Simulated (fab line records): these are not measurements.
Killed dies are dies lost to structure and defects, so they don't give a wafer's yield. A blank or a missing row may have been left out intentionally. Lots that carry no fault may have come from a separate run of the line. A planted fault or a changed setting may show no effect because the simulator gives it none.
fab line records	flow sky130
record: lots: 6	wafers: 18	last_day: 50
route steps=708 shown LDD_P@263 LDD_HVN@267 LDD_HVP@278 LDD_LDN@289 SPACER@304 PAD_OPEN@708
lots with no fault: from the same line, run without faults
start_h: hours from the record's opening day to when the first of the lot's shown wafers began	wait_h: how many hours have passed since the lot's step before this one	" the same as in the row above	L1.1+2: several wafers, shown together as one row	- no value, or no start was given	* or withheld: withheld	< > ~ a bound
route shown NAME@n: a module of which the file shows steps, and the number in the route of the first	usual: average and standard deviation across the fault-free wafers	same: alike in all rows	chamber/n: place in a boat	sites: readings site by site	_std_site: the standard deviation of these	_edge_site: mean of outer sites minus mean of inner sites	radius_mm: for every site, how far away it sits from the centre of the wafer	mask NAME#n: copy n	behind: the most recent tool/chamber to have shaped the wafer	hold: what put the lot on hold/how long, in hours/how the hold closed	device: which transistor (n, p or np) failed to switch	end of line: the route-end tests of the same wafers	a step given without rows: its recipe and nothing more	killed: dies that structure and defects cost at the first sort, which is not the same as the wafer's yield	map: a wafer's dies, marking killed ones x, the rest . and places with no die _
set.NAME: setting as actually run; set.NAME@STEP: the setting as run at that earlier step	model.NAME: the simulator's own value behind a step, which no gauge read
lots at selected steps of the route; one table per step, one row per wafer
services: a tool's chamber out of use, with start hour (start_h, from the record's first day; less than 0 if before it), hours out, and reason
== steps ==
step: SKY_LDD_P_OVL_MEAS_08
usual: LDD_P_OVL: 0.5/1.3
lot.wafer	tool	chamber	start_h	wait_h	LDD_P_OVL[nm]
L106.1	overlay-02	-	461.32	0.1	-0.2
L106.4	"	-	"	"	-1.7
L106.6	"	-	"	"	0.2
L109.1	overlay-01	-	484.62	0.1	0.2
L109.5	"	-	"	"	-0.6
L109.6	"	-	"	"	-0.3
L110.2	overlay-02	-	487.43	0.1	3.8
L110.4	"	-	"	"	3.0
L110.5	"	-	"	"	3.0
L115.1	overlay-02	-	530.62	0.1	1.1
L115.2	"	-	"	"	1.7
L115.5	"	-	"	"	1.9
L118.1	overlay-01	-	552.16	0.1	-1.7
L118.5	"	-	"	"	-1.0
L118.6	"	-	"	"	-2.0
L128.2	overlay-02	-	631.13	0.1	0.7
L128.4	"	-	"	"	0.0
L128.6	"	-	"	"	-0.1
step: SKY_LDD_P_IMPLANT_09
recipe: species: BF2	energy_kev: 25	dose_cm2: 1e+13	tilt_deg: withheld
step: SKY_LDD_P_STRIP_10
recipe: chemistry: O2/N2	power_w: 1400	pressure_mtorr: 1500	platen_temp_c: withheld	o2_flow_sccm: 3000	n2_flow_sccm: 300	overash_fraction: 0.5
usual: drypump_motor_current_A: 5.6/0.48	oes_product_au: 0.716/0.0041	strip_time_to_endpoint_s: 14.19/0.046
lot.wafer	tool	chamber	start_h	wait_h	drypump_motor_current_A	oes_product_au	rf_hours_counter_h	strip_time_to_endpoint_s
L106.1	plasma_asher-02	1	461.51	0.1	5.4	0.711	3	14.15
L106.4	"	1	"	"	5.4	0.716	-	14.15
L106.6	"	1	"	"	5.4	0.712	-	14.18
L109.1	plasma_asher-02	1	484.81	0.1	5.4	0.719	5	14.16
L109.5	"	1	"	"	5.4	0.720	-	14.18
L109.6	"	0	"	"	4.9	0.718	-	14.17
L110.2	plasma_asher-02	0	487.61	0.1	5.0	0.712	5	14.26
L110.4	"	0	"	"	4.9	0.710	-	14.23
L110.5	"	1	"	"	5.3	0.718	-	14.18
L115.1	plasma_asher-01	0	530.81	0.1	6.4	0.712	83	14.23
L115.2	"	1	"	"	5.6	0.716	83	14.19
L115.5	"	0	"	"	6.4	0.718	-	14.28
L118.1	plasma_asher-02	1	552.34	0.1	5.4	0.717	12	14.21
L118.5	"	0	"	"	5.0	0.711	-	14.19
L118.6	"	1	"	"	5.4	0.721	-	14.20
L128.2	plasma_asher-02	1	631.31	0.1	5.4	0.715	19	14.20
L128.4	"	0	"	"	4.9	0.717	-	14.19
L128.6	"	1	"	"	5.4	0.717	-	14.22
step: SKY_LDD_P_TW_MEAS_11
usual: LDD_P_TW: 638/3.3
lot.wafer	tool	chamber	start_h	wait_h	LDD_P_TW
L106.1	film_metro-02	-	461.61	0.1	637
L106.4	"	-	"	"	635
L106.6	"	-	"	"	633
L109.1	film_metro-02	-	484.91	0.1	646
L109.5	"	-	"	"	640
L109.6	"	-	"	"	639
L110.2	film_metro-03	-	487.72	0.1	641
L110.4	"	-	"	"	644
L110.5	"	-	"	"	640
L115.1	film_metro-04	-	530.91	0.1	641
L115.2	"	-	"	"	640
L115.5	"	-	"	"	638
L118.1	film_metro-04	-	552.44	0.1	641
L118.5	"	-	"	"	645
L118.6	"	-	"	"	646
L128.2	film_metro-04	-	631.42	0.1	632
L128.4	"	-	"	"	632
L128.6	"	-	"	"	634
step: SKY_LDD_HVN_DEHYDRATE_00
recipe: temp_c: 200	time_s: 60
step: SKY_LDD_HVN_HMDS_01
recipe: prime_time_s: 60	prime_temp_c: 120
step: SKY_LDD_HVN_COAT_02
recipe: resist: NOVOLAK	spin_rpm: 3000	resist_thk_nm: 300
step: SKY_LDD_HVN_SOFTBAKE_03
recipe: temp_c: 90	time_s: 60	resist: NOVOLAK
step: SKY_LDD_HVN_EXPOSE_04
recipe: mask_id: HVNTM	na: 0.6	source_shape: conventional	sigma_outer: 0.6	polarization: unpolarized	target_cd_nm: 700	dose_mj: 127
step: SKY_LDD_HVN_PEB_05
recipe: temp_c: withheld	time_s: *	resist: NOVOLAK
step: SKY_LDD_HVN_DEVELOP_06
recipe: resist: NOVOLAK	developer: TMAH	develop_time_s: 60	dev_temp_c: 23
step: SKY_LDD_HVN_OVL_MEAS_07
usual: LDD_HVN_OVL: 0.5/1.2
lot.wafer	tool	chamber	start_h	wait_h	LDD_HVN_OVL[nm]
L106.1	overlay-01	-	492.69	0.1	-0.4
L106.4	"	-	"	"	0.4
L106.6	"	-	"	"	0.6
L109.1	overlay-01	-	515.54	0.1	0.6
L109.5	"	-	"	"	-1.2
L109.6	"	-	"	"	1.9
L110.2	overlay-02	-	518.56	0.1	0.1
L110.4	"	-	"	"	0.2
L110.5	"	-	"	"	-0.3
L115.1	overlay-01	-	560.80	0.1	-0.3
L115.2	"	-	"	"	-1.3
L115.5	"	-	"	"	1.1
L118.1	overlay-02	-	581.98	0.1	0.8
L118.5	"	-	"	"	-0.7
L118.6	"	-	"	"	-0.8
L128.2	overlay-02	-	659.33	0.1	-0.7
L128.4	"	-	"	"	0.4
L128.6	"	-	"	"	0.1
step: SKY_LDD_HVN_IMPLANT_08
recipe: species: P	energy_kev: 60	dose_cm2: 3e+13	tilt_deg: 40
lot.wafer	tool	chamber	start_h	wait_h
L106.1+4+6	implanter-03	0	492.73	0.0
L109.1+5+6	implanter-02	0	515.57	0.0
L110.2+4+5	implanter-04	0	518.61	0.0
L115.1+2+5	implanter-03	0	560.84	0.0
L118.1+5+6	implanter-03	0	582.01	0.0
L128.2+4+6	implanter-02	0	659.39	0.0
step: SKY_LDD_HVN_STRIP_09
recipe: chemistry: O2/N2	power_w: 1400	pressure_mtorr: 1500	platen_temp_c: withheld	o2_flow_sccm: 3000	n2_flow_sccm: 300	overash_fraction: 0.5
usual: drypump_motor_current_A: 5.6/0.48	oes_product_au: 0.408/0.0044	strip_time_to_endpoint_s: 4.136/0.016
lot.wafer	tool	chamber	start_h	wait_h	drypump_motor_current_A	oes_product_au	rf_hours_counter_h	strip_time_to_endpoint_s
L106.1	plasma_asher-03	0	492.88	0.1	4.9	0.406	37	4.127
L106.4	"	1	"	"	6.3	0.411	-	4.129
L106.6	"	1	"	"	6.3	0.408	-	4.137
L109.1	plasma_asher-02	1	515.72	0.1	5.4	0.416	8	4.112
L109.5	"	0	"	"	4.9	0.403	-	4.120
L109.6	"	1	"	"	5.4	0.415	-	4.129
L110.2	plasma_asher-02	1	518.74	0.1	5.4	0.408	8	4.121
L110.4	"	0	"	"	4.9	0.415	-	4.139
L110.5	"	1	"	"	5.4	0.397	-	4.126
L115.1	plasma_asher-04	1	560.99	0.1	6.0	0.398	73	4.151
L115.2	"	0	"	"	5.8	0.408	73	4.154
L115.5	"	1	"	"	6.0	0.409	-	4.130
L118.1	plasma_asher-03	0	582.16	0.1	4.9	0.411	46	4.163
L118.5	"	1	"	"	6.3	0.408	-	4.152
L118.6	"	0	"	"	4.9	0.403	-	4.135
L128.2	plasma_asher-04	0	659.51	0.1	5.8	0.405	84	4.112
L128.4	"	1	"	"	6.0	0.409	-	4.113
L128.6	"	0	"	"	5.8	0.407	-	4.135
step: SKY_LDD_HVN_TW_MEAS_10
usual: LDD_HVN_TW: 1443/8.7
lot.wafer	tool	chamber	start_h	wait_h	LDD_HVN_TW
L106.1	film_metro-01	-	492.98	0.1	1450
L106.4	"	-	"	"	1445
L106.6	"	-	"	"	1453
L109.1	film_metro-01	-	515.82	0.1	1455
L109.5	"	-	"	"	1457
L109.6	"	-	"	"	1452
L110.2	film_metro-01	-	518.85	0.1	1456
L110.4	"	-	"	"	1453
L110.5	"	-	"	"	1455
L115.1	film_metro-03	-	561.09	0.1	1444
L115.2	"	-	"	"	1443
L115.5	"	-	"	"	1437
L118.1	film_metro-02	-	582.26	0.1	1432
L118.5	"	-	"	"	1435
L118.6	"	-	"	"	1431
L128.2	film_metro-02	-	659.62	0.1	1435
L128.4	"	-	"	"	1431
L128.6	"	-	"	"	1439
step: SKY_LDD_HVP_DEHYDRATE_00
recipe: temp_c: 200	time_s: 60
step: SKY_LDD_HVP_HMDS_01
recipe: prime_time_s: 60	prime_temp_c: 120
step: SKY_LDD_HVP_COAT_02
recipe: resist: NOVOLAK	spin_rpm: 3000	resist_thk_nm: 300
step: SKY_LDD_HVP_SOFTBAKE_03
recipe: temp_c: 90	time_s: 60	resist: NOVOLAK
step: SKY_LDD_HVP_EXPOSE_04
recipe: mask_id: HVPTM	na: 0.6	source_shape: conventional	sigma_outer: 0.6	polarization: unpolarized	target_cd_nm: 700	dose_mj: 86
step: SKY_LDD_HVP_PEB_05
recipe: temp_c: withheld	time_s: *	resist: NOVOLAK
step: SKY_LDD_HVP_DEVELOP_06
recipe: resist: NOVOLAK	developer: TMAH	develop_time_s: 60	dev_temp_c: 23
step: SKY_LDD_HVP_OVL_MEAS_07
usual: LDD_HVP_OVL: 0.4/1.3
lot.wafer	tool	chamber	start_h	wait_h	LDD_HVP_OVL[nm]
L106.1	overlay-01	-	523.18	0.1	-0.1
L106.4	"	-	"	"	0.9
L106.6	"	-	"	"	1.8
L109.1	overlay-01	-	545.86	0.1	-0.4
L109.5	"	-	"	"	-1.6
L109.6	"	-	"	"	0.1
L110.2	overlay-02	-	548.44	0.1	0.8
L110.4	"	-	"	"	2.7
L110.5	"	-	"	"	1.2
L115.1	overlay-02	-	590.31	0.1	1.0
L115.2	"	-	"	"	0.2
L115.5	"	-	"	"	0.5
L118.1	overlay-01	-	611.46	0.1	0.6
L118.5	"	-	"	"	-1.0
L118.6	"	-	"	"	1.5
L128.2	overlay-01	-	687.39	0.1	2.1
L128.4	"	-	"	"	2.2
L128.6	"	-	"	"	2.1
step: SKY_LDD_HVP_IMPLANT_08
recipe: species: B	energy_kev: 20	dose_cm2: 1.7e+13	tilt_deg: 17.9
step: SKY_LDD_HVP_STRIP_09
recipe: chemistry: O2/N2	power_w: 1400	pressure_mtorr: 1500	platen_temp_c: withheld	o2_flow_sccm: 3000	n2_flow_sccm: 300	overash_fraction: 0.5
usual: drypump_motor_current_A: 5.5/0.57	oes_product_au: 0.409/0.0046	strip_time_to_endpoint_s: 4.136/0.014
lot.wafer	tool	chamber	start_h	wait_h	drypump_motor_current_A	oes_product_au	rf_hours_counter_h	strip_time_to_endpoint_s
L106.1	plasma_asher-01	1	523.36	0.1	5.6	0.405	83	4.122
L106.4	"	0	"	"	6.3	0.415	-	4.117
L106.6	"	0	"	"	6.4	0.409	-	4.131
L109.1	plasma_asher-02	0	546.05	0.1	5.0	0.401	11	4.134
L109.5	"	1	"	"	5.4	0.410	-	4.128
L109.6	"	0	"	"	5.0	0.407	-	4.150
L110.2	plasma_asher-03	1	548.62	0.1	6.3	0.410	43	4.157
L110.4	"	0	"	"	4.9	0.415	-	4.137
L110.5	"	0	"	"	4.9	0.406	-	4.169
L115.1	plasma_asher-02	0	590.50	0.1	5.0	0.412	15	4.138
L115.2	"	1	"	"	5.4	0.412	15	4.157
L115.5	"	1	"	"	5.4	0.409	-	4.147
L118.1	plasma_asher-01	1	611.65	0.1	5.6	0.414	92	4.148
L118.5	"	1	"	"	5.6	0.408	-	4.134
L118.6	"	0	"	"	6.3	0.411	-	4.141
L128.2	plasma_asher-01	0	687.57	0.1	6.4	0.400	100	4.136
L128.4	"	0	"	"	6.4	0.411	-	4.108
L128.6	"	0	"	"	6.4	0.409	-	4.133
step: SKY_LDD_HVP_TW_MEAS_10
usual: LDD_HVP_TW: 458.6/2.8
lot.wafer	tool	chamber	start_h	wait_h	LDD_HVP_TW
L106.1	film_metro-01	-	523.46	0.1	460.0
L106.4	"	-	"	"	460.9
L106.6	"	-	"	"	460.9
L109.1	film_metro-02	-	546.15	0.1	457.2
L109.5	"	-	"	"	455.5
L109.6	"	-	"	"	457.3
L110.2	film_metro-01	-	548.73	0.1	458.1
L110.4	"	-	"	"	458.9
L110.5	"	-	"	"	460.2
L115.1	film_metro-04	-	590.60	0.1	457.7
L115.2	"	-	"	"	459.5
L115.5	"	-	"	"	459.7
L118.1	film_metro-02	-	611.75	0.1	454.5
L118.5	"	-	"	"	454.0
L118.6	"	-	"	"	454.1
L128.2	film_metro-01	-	687.68	0.1	461.3
L128.4	"	-	"	"	460.8
L128.6	"	-	"	"	462.0
step: SKY_LDD_LDN_DEHYDRATE_00
recipe: temp_c: 200	time_s: 60
step: SKY_LDD_LDN_HMDS_01
recipe: prime_time_s: 60	prime_temp_c: 120
step: SKY_LDD_LDN_COAT_02
recipe: resist: NOVOLAK	spin_rpm: 3000	resist_thk_nm: 1140
step: SKY_LDD_LDN_SOFTBAKE_03
recipe: temp_c: 90	time_s: 60	resist: NOVOLAK
step: SKY_LDD_LDN_EXPOSE_04
recipe: mask_id: LDNTM	na: 0.6	source_shape: conventional	sigma_outer: 0.6	polarization: unpolarized	target_cd_nm: 700	dose_mj: 140
step: SKY_LDD_LDN_PEB_05
recipe: temp_c: withheld	time_s: *	resist: NOVOLAK
step: SKY_LDD_LDN_DEVELOP_06
recipe: resist: NOVOLAK	developer: TMAH	develop_time_s: 60	dev_temp_c: 23
step: SKY_LDD_LDN_OVL_MEAS_07
usual: LDD_LDN_OVL: -0.6/1.6
lot.wafer	tool	chamber	start_h	wait_h	LDD_LDN_OVL[nm]
L106.1	overlay-02	-	553.08	0.1	0.0
L106.4	"	-	"	"	-0.4
L106.6	"	-	"	"	0.6
L109.1	overlay-02	-	575.75	0.1	-0.6
L109.5	"	-	"	"	-1.8
L109.6	"	-	"	"	-0.3
L110.2	overlay-02	-	577.67	0.1	-0.9
L110.4	"	-	"	"	-2.3
L110.5	"	-	"	"	-2.2
L115.1	overlay-01	-	619.41	0.1	2.6
L115.2	"	-	"	"	1.4
L115.5	"	-	"	"	1.4
L118.1	overlay-02	-	640.75	0.1	0.8
L118.5	"	-	"	"	0.3
L118.6	"	-	"	"	0.6
L128.2	overlay-02	-	715.72	0.1	2.3
L128.4	"	-	"	"	0.2
L128.6	"	-	"	"	1.0
step: SKY_LDD_LDN_IMPLANT_08
recipe: species: As	energy_kev: 15	dose_cm2: 1.25e+13	tilt_deg: withheld	rotation_deg: 23
step: SKY_LDD_LDN_IMPLANT_09
recipe: species: As	energy_kev: 15	dose_cm2: 1.25e+13	tilt_deg: withheld	rotation_deg: 113
step: SKY_LDD_LDN_IMPLANT_10
recipe: species: As	energy_kev: 15	dose_cm2: 1.25e+13	tilt_deg: withheld	rotation_deg: 203
step: SKY_LDD_LDN_IMPLANT_11
recipe: species: As	energy_kev: 15	dose_cm2: 1.25e+13	tilt_deg: withheld	rotation_deg: 293
step: SKY_LDD_LDN_STRIP_12
recipe: chemistry: O2/N2	power_w: 1400	pressure_mtorr: 1500	platen_temp_c: withheld	o2_flow_sccm: 3000	n2_flow_sccm: 300	overash_fraction: 0.5
usual: drypump_motor_current_A: 5.8/0.51	oes_product_au: 0.716/0.004	strip_time_to_endpoint_s: 14.17/0.044
lot.wafer	tool	chamber	start_h	wait_h	drypump_motor_current_A	oes_product_au	rf_hours_counter_h	strip_time_to_endpoint_s
L106.1	plasma_asher-03	1	553.71	0.1	6.3	0.717	44	14.17
L106.4	"	0	"	"	4.9	0.723	-	14.19
L106.6	"	0	"	"	4.9	0.711	-	14.17
L109.1	plasma_asher-04	1	576.39	0.1	6.0	0.713	75	14.20
L109.5	"	0	"	"	5.7	0.721	-	14.20
L109.6	"	1	"	"	6.0	0.718	-	14.23
L110.2	plasma_asher-01	1	578.30	0.1	5.6	0.726	88	14.25
L110.4	"	0	"	"	6.4	0.720	-	14.26
L110.5	"	0	"	"	6.4	0.709	-	14.21
L115.1	plasma_asher-01	1	620.05	0.1	5.6	0.712	92	14.22
L115.2	"	0	"	"	6.4	0.712	92	14.27
L115.5	"	0	"	"	6.4	0.715	-	14.17
L118.1	plasma_asher-04	1	641.39	0.1	6.0	0.712	82	14.13
L118.5	"	1	"	"	6.0	0.712	-	14.14
L118.6	"	0	"	"	5.7	0.719	-	14.17
L128.2	plasma_asher-04	1	716.35	0.1	6.0	0.714	90	14.17
L128.4	"	1	"	"	6.0	0.713	-	14.11
L128.6	"	0	"	"	5.7	0.713	-	14.13
step: SKY_LDD_LDN_TW_MEAS_13
usual: LDD_LDN_TW: 1485/9.5
lot.wafer	tool	chamber	start_h	wait_h	LDD_LDN_TW
L106.1	film_metro-01	-	553.81	0.1	1498
L106.4	"	-	"	"	1495
L106.6	"	-	"	"	1496
L109.1	film_metro-01	-	576.49	0.1	1496
L109.5	"	-	"	"	1501
L109.6	"	-	"	"	1506
L110.2	film_metro-01	-	578.41	0.1	1494
L110.4	"	-	"	"	1505
L110.5	"	-	"	"	1497
L115.1	film_metro-03	-	620.15	0.1	1488
L115.2	"	-	"	"	1485
L115.5	"	-	"	"	1484
L118.1	film_metro-01	-	641.49	0.1	1486
L118.5	"	-	"	"	1488
L118.6	"	-	"	"	1490
L128.2	film_metro-04	-	716.46	0.1	1489
L128.4	"	-	"	"	1481
L128.6	"	-	"	"	1474
step: SKY_LDD_LDN_CLEAN_14
recipe: chemistry: SC1/SC2	mix: 1:4:20	temp_c: 70	time_s: 150	dry: n2_spin
step: SKY_SPACER_CVD_00
recipe: material: Si3N4	precursor: DCS/NH3	target_thk_nm: 43.1	temp_c: 770	time_s: 740	pressure_mtorr: 250
step: SKY_PAD_OPEN_PROBE_99
usual: killed_at_M0_to_M3: 43/7	killed_at_M4_up: 3.1/1.9	killed_at_contacts: 25/6.1	killed_at_front_end: 15/4.5	killed_at_other: 0.3/0.55	killed_dies: 87/8.9	killed_open: 47/6.4	killed_short: 40/6.6
same: gross_dies: 492	killed_at_back_side: 0
lot.wafer	tool	chamber	start_h	wait_h	killed_at_M0_to_M3	killed_at_M4_up	killed_at_contacts	killed_at_front_end	killed_at_other	killed_dies	killed_open	killed_short	model.etest.tip_n_5v.rs_ohm_sq
L106.1	prober-01	-	1098.43	0.1	50	2	21	11	0	84	51	33	1358
L106.4	prober-01	-	1098.58	0.2	32	1	24	19	0	76	46	30	1368
L106.6	prober-01	-	1098.68	0.2	40	3	21	15	0	79	37	42	1353
L109.1	prober-02	-	1110.62	0.1	36	4	32	11	0	83	41	42	1384
L109.5	prober-02	-	1110.82	0.2	55	4	27	11	0	97	47	50	1384
L109.6	prober-02	-	1110.87	0.2	43	3	38	14	2	100	45	55	1374
L110.2	prober-01	-	1114.99	0.1	43	6	26	22	0	97	54	43	1394
L110.4	prober-01	-	1115.09	0.2	46	2	20	23	1	92	49	42	1393
L110.5	prober-01	-	1115.14	0.2	49	7	36	23	0	115	71	43	1396
L115.1	prober-02	-	1141.47	0.1	36	3	29	11	0	79	51	27	1567
L115.2	prober-02	-	1141.52	0.1	27	4	33	18	0	82	36	46	1747
L115.5	prober-02	-	1141.67	0.2	44	3	29	19	1	96	51	43	1558
L118.1	prober-01	-	1161.37	0.1	33	2	18	16	1	70	35	35	1719
L118.5	prober-01	-	1161.57	0.2	33	4	18	21	0	76	30	45	1811
L118.6	prober-01	-	1161.62	0.2	52	1	22	12	0	87	55	31	1708
L128.2	prober-01	-	1204.32	0.1	48	3	29	12	1	93	43	50	1393
L128.4	prober-01	-	1204.42	0.2	42	1	25	23	0	91	49	42	1379
L128.6	prober-01	-	1204.52	0.2	45	2	28	18	0	93	55	38	1384
killed by level:class
L106.1 VIA1:geometric_particle:open=21 CONTACT:geometric_particle:open=11 LI_CONTACT:geometric_particle:short=6 METAL1:geometric_particle:short=6 METAL2:geometric_particle:short=5 METAL2:geometric_particle:open=4 VIA2:geometric_particle:open=4 VIA3:geometric_particle:open=4
L106.4 CONTACT:geometric_particle:open=9 LI_CONTACT:geometric_particle:open=7 VIA1:geometric_particle:open=7 FIELD_ISO:geometric_particle:open=6 VIA3:geometric_particle:open=5 FIELD_ISO:geometric_particle:short=4 METAL1:geometric_particle:short=4 VIA1:geometric_particle:short=4
L106.6 VIA1:geometric_particle:open=13 LI_CONTACT:geometric_particle:open=10 VIA1:geometric_particle:short=8 VIA2:geometric_particle:short=5 FIELD_ISO:geometric_particle:short=4 CONTACT:geometric_particle:open=4 VIA2:geometric_particle:open=4 FIELD_ISO:geometric_particle:open=3
L109.1 CONTACT:geometric_particle:short=9 LOCAL_INTERCONNECT:geometric_particle:short=8 VIA2:geometric_particle:open=8 LI_CONTACT:geometric_particle:open=7 CONTACT:geometric_particle:open=6 VIA1:geometric_particle:open=6 METAL2:geometric_particle:short=6 FIELD_ISO:geometric_particle:short=4
L109.5 VIA1:geometric_particle:open=13 LI_CONTACT:geometric_particle:open=8 CONTACT:geometric_particle:open=8 METAL1:geometric_particle:short=8 METAL2:geometric_particle:short=6 CONTACT:geometric_particle:short=5 FIELD_ISO:geometric_particle:short=5 LOCAL_INTERCONNECT:geometric_particle:short=5
L109.6 CONTACT:geometric_particle:short=11 VIA2:geometric_particle:open=8 CONTACT:geometric_particle:open=8 LI_CONTACT:geometric_particle:open=7 LOCAL_INTERCONNECT:geometric_particle:short=6 VIA1:geometric_particle:open=6 VIA3:geometric_particle:open=6 METAL2:geometric_particle:short=6
L110.2 VIA1:geometric_particle:open=11 FIELD_ISO:geometric_particle:short=8 CONTACT:geometric_particle:open=8 VIA3:geometric_particle:open=8 FIELD_ISO:geometric_particle:open=7 LI_CONTACT:geometric_particle:open=7 VIA1:geometric_particle:short=7 VIA2:geometric_particle:open=7
L110.4 VIA1:geometric_particle:short=9 VIA1:geometric_particle:open=9 LI_CONTACT:geometric_particle:open=8 FIELD_ISO:geometric_particle:open=6 POLY_GATE:geometric_particle:short=5 VIA3:geometric_particle:open=5 VIA2:geometric_particle:open=4 METAL1:geometric_particle:short=4
L110.5 VIA1:geometric_particle:open=13 CONTACT:geometric_particle:open=12 LI_CONTACT:geometric_particle:open=11 VIA3:geometric_particle:open=11 POLY_GATE:geometric_particle:open=7 FIELD_ISO:geometric_particle:short=6 METAL4:geometric_particle:short=6 VIA2:geometric_particle:open=5
L115.1 CONTACT:geometric_particle:open=14 VIA1:geometric_particle:open=12 LI_CONTACT:geometric_particle:open=8 VIA3:geometric_particle:open=5 METAL1:geometric_particle:short=4 VIA1:geometric_particle:short=4 VIA2:geometric_particle:open=4 FIELD_ISO:geometric_particle:open=3
L115.2 CONTACT:geometric_particle:open=13 CONTACT:geometric_particle:short=9 LI_CONTACT:geometric_particle:open=7 POLY_GATE:geometric_particle:short=6 METAL2:geometric_particle:short=6 VIA3:geometric_particle:open=6 FIELD_ISO:geometric_particle:short=5 METAL1:geometric_particle:short=4
L115.5 VIA1:geometric_particle:open=16 CONTACT:geometric_particle:open=11 FIELD_ISO:geometric_particle:short=7 CONTACT:geometric_particle:short=7 METAL3:geometric_particle:short=7 FIELD_ISO:geometric_particle:open=6 LI_CONTACT:geometric_particle:open=5 VIA3:geometric_particle:open=5
L118.1 FIELD_ISO:geometric_particle:short=7 CONTACT:geometric_particle:open=7 VIA3:geometric_particle:open=7 VIA2:geometric_particle:open=6 LI_CONTACT:geometric_particle:open=5 METAL2:geometric_particle:short=5 POLY_GATE:geometric_particle:short=4 POLY_GATE:geometric_particle:open=3
L118.5 CONTACT:geometric_particle:open=8 FIELD_ISO:geometric_particle:short=7 METAL2:geometric_particle:short=6 METAL3:geometric_particle:short=6 VIA1:geometric_particle:short=5 CONTACT:geometric_particle:short=4 METAL4:geometric_particle:short=4 POLY_GATE:geometric_particle:open=3
L118.6 VIA1:geometric_particle:open=12 VIA2:geometric_particle:open=10 VIA3:geometric_particle:open=7 METAL1:geometric_particle:short=6 METAL2:geometric_particle:short=6 CONTACT:geometric_particle:short=5 CONTACT:geometric_particle:open=5 POLY_GATE:geometric_particle:open=4
L128.2 VIA1:geometric_particle:open=11 VIA1:geometric_particle:short=10 CONTACT:geometric_particle:open=9 LI_CONTACT:geometric_particle:open=7 LI_CONTACT:geometric_particle:short=6 CONTACT:geometric_particle:short=6 METAL2:geometric_particle:short=6 FIELD_ISO:geometric_particle:short=5
L128.4 VIA1:geometric_particle:open=10 FIELD_ISO:geometric_particle:open=8 LI_CONTACT:geometric_particle:open=7 METAL1:geometric_particle:short=7 POLY_GATE:geometric_particle:open=6 CONTACT:geometric_particle:open=6 LOCAL_INTERCONNECT:geometric_particle:short=6 POLY_GATE:geometric_particle:short=4
L128.6 CONTACT:geometric_particle:open=16 VIA1:geometric_particle:open=9 VIA2:geometric_particle:open=8 VIA3:geometric_particle:open=7 POLY_GATE:geometric_particle:short=6 FIELD_ISO:geometric_particle:short=5 METAL1:geometric_particle:short=5 LI_CONTACT:geometric_particle:open=5
== services ==
tool	chamber	start_h	hours	kind
implanter-03	-	447.98	2.8	pm
implanter-03	-	464.61	3.1	repair
implanter-03	-	471.17	1.7	repair
implanter-03	-	483.66	3.3	repair
plasma_asher-02	-	498.19	2.2	repair
implanter-03	-	516.53	7.6	repair
implanter-02	-	538.73	4.0	pm
implanter-03	-	543.95	2.1	repair
plasma_asher-03	-	585.74	2.3	repair
plasma_asher-02	-	592.44	2.4	repair
implanter-03	-	592.85	2.5	repair
implanter-04	-	602.23	4.7	repair
implanter-02	-	606.63	3.0	pm
implanter-04	-	625.78	9.0	repair
implanter-02	-	628.73	2.1	repair
plasma_asher-03	-	631.27	15.2	pm
implanter-02	-	674.84	3.0	repair
implanter-04	-	703.49	2.9	repair
implanter-04	-	705.29	16.1	repair
== key ==
first_sign none at tools or gauges
model_effect: step: SKY_PAD_OPEN_PROBE_99	value: etest.tip_n_5v.rs_ohm_sq	without: 1382	struck: 1685
met_at SKY_LDD_HVN_IMPLANT_08
struck_wafers L115.1,L115.2,L115.5,L118.1,L118.5,L118.6
tester_left_out L115,L118
onset_between 492.73 560.84
fault: kind: process_parameter_drift	tool: implanter-03	chamber: -	onset_h: 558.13	steps: SKY_LDD_HVN_IMPLANT_08	channel: tilt_deg	offset: *	spread_by_wafer: *	shape: step	end_h: 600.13	acts_in: *	stated: *
tester_left_out: of these lots the tester's yield and bins aren't shown, on N5 and GAA mostly nor the transistor test; their killed dies are dies lost to structure and defects alone, not to doping, threshold or leakage, so they don't give the yield
